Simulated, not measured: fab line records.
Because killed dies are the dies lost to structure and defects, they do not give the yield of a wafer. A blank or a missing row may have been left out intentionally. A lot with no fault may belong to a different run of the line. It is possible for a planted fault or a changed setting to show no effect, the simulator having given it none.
Which of the tools did it? | flow sky130 | 14 lots with 42 wafers sampled at 2 steps, on a route of 708 steps

## WHAT THE GAUGES SHOWED, per wafer
Not one reading of a measure or inspect step in the record can be checked against a usual standard deviation.

## WHAT TOOL EACH LOT RAN ON (gives the tool, then ch and the chambers of the sampled wafers, and finally the start)
lot  | SKY_METAL3_COAT_08                | SKY_METAL3_STRIP_19
L511 | litho track-01 ch 0, day 38 06:00 | plasma asher-04 ch 0,1, day 38 20:02
L513 | litho track-02 ch 0, day 38 20:00 | plasma asher-02 ch 0,1, day 39 08:44
L515 | litho track-01 ch 0, day 40 06:00 | plasma asher-02 ch 0,1, day 40 19:05
L516 | litho track-01 ch 0, day 40 18:00 | plasma asher-04 ch 0,1, day 41 06:36
L517 | litho track-02 ch 0, day 40 21:00 | plasma asher-04 ch 1, day 41 10:20
L518 | litho track-04 ch 0, day 41 01:00 | plasma asher-01 ch 0,1, day 41 13:44
L521 | litho track-01 ch 0, day 41 15:00 | plasma asher-04 ch 0,1, day 42 04:05
L519 | litho track-04 ch 0, day 41 17:00 | plasma asher-02 ch 1, day 42 05:44
L520 | litho track-02 ch 0, day 41 18:00 | plasma asher-04 ch 0,1, day 42 07:06
L522 | litho track-02 ch 0, day 41 23:00 | plasma asher-04 ch 0,1, day 42 12:29
L523 | litho track-04 ch 0, day 42 03:00 | plasma asher-04 ch 1, day 42 15:11
L524 | litho track-02 ch 0, day 42 12:00 | plasma asher-01 ch 0,1, day 43 00:17
L529 | litho track-01 ch 0, day 43 16:00 | plasma asher-02 ch 0,1, day 44 04:43
L531 | litho track-01 ch 0, day 44 10:00 | plasma asher-04 ch 0,1, day 44 21:00
- SKY_METAL3_COAT_08: resist thk 1140 nm.
- SKY_METAL3_STRIP_19: strips in O2/N2.

## AS READ BY THE TOOLS THEMSELVES (means over the sampled wafers that have a number; for cases with no such wafer, the mark the record gives instead)
SKY_METAL3_STRIP_19. Usual: drypump motor current A 5.8 A, standard deviation 0.44; oes product au 0.502 a.u., standard deviation 0.0058; strip time to endpoint s 6.54 s, standard deviation 0.083.
lot  | tool            | drypump motor current A (A) | oes product au (a.u.) | strip time to endpoint s (s) | flag
L511 | plasma asher-04 | 5.5                         | 0.509                 | 6.60                         |
L513 | plasma asher-02 | 6.3                         | 0.502                 | 6.56                         |
L515 | plasma asher-02 | 6.0                         | 0.498                 | 6.55                         |
L516 | plasma asher-04 | 5.8                         | 0.505                 | 6.59                         |
L517 | plasma asher-04 | 5.2                         | 0.504                 | 6.54                         |
L518 | plasma asher-01 | 5.8                         | 0.508                 | 6.61                         |
L521 | plasma asher-04 | 5.5                         | 0.494                 | 6.43                         |
L519 | plasma asher-02 | 5.8                         | 0.501                 | 6.56                         |
L520 | plasma asher-04 | 5.7                         | 0.506                 | 6.55                         |
L522 | plasma asher-04 | 5.4                         | 0.515                 | 6.85                         | OFF
L523 | plasma asher-04 | 5.2                         | 0.494                 | 6.42                         |
L524 | plasma asher-01 | 5.8                         | 0.515                 | 6.88                         | OFF
L529 | plasma asher-02 | 6.0                         | 0.497                 | 6.42                         |
L531 | plasma asher-04 | 5.7                         | 0.506                 | 6.57                         |

## THE ANSWER, worked out from the rows above alone
Rule: a lot counts as off when the mean over its wafers that have a number is more than 3 standard deviations away from the usual mean. A lot without any number at a reading at which 4 lots or more have one is off too. The other lots that the step has rows for count as sound. The gauges are gone through in route order, then the tools' own readings, and for those a lot's mean is taken as printed above. At the first step where some lot is off, the reading lying furthest off is the one used; lots without a number count as furthest.
Off: L522, L524, at SKY_METAL3_STRIP_19 (strip time to endpoint s).
A tool fits if, at that step or a process step before it, it ran every lot that is off, and no sound lot after the first of them. One fits: SKY_METAL3_COAT_08 on litho track-02. Its last sound lot is L520 (day 41 18:00), its first lot that is off L522 (day 41 23:00): a fault that began between those two fits.

## WHAT THE SIMULATOR PUT IN
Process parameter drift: litho track-02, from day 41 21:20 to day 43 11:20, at SKY_METAL3_COAT_08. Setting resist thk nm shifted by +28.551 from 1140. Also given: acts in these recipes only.
Struck lots among those shown: L522, L524. The rule above reached the same finding.
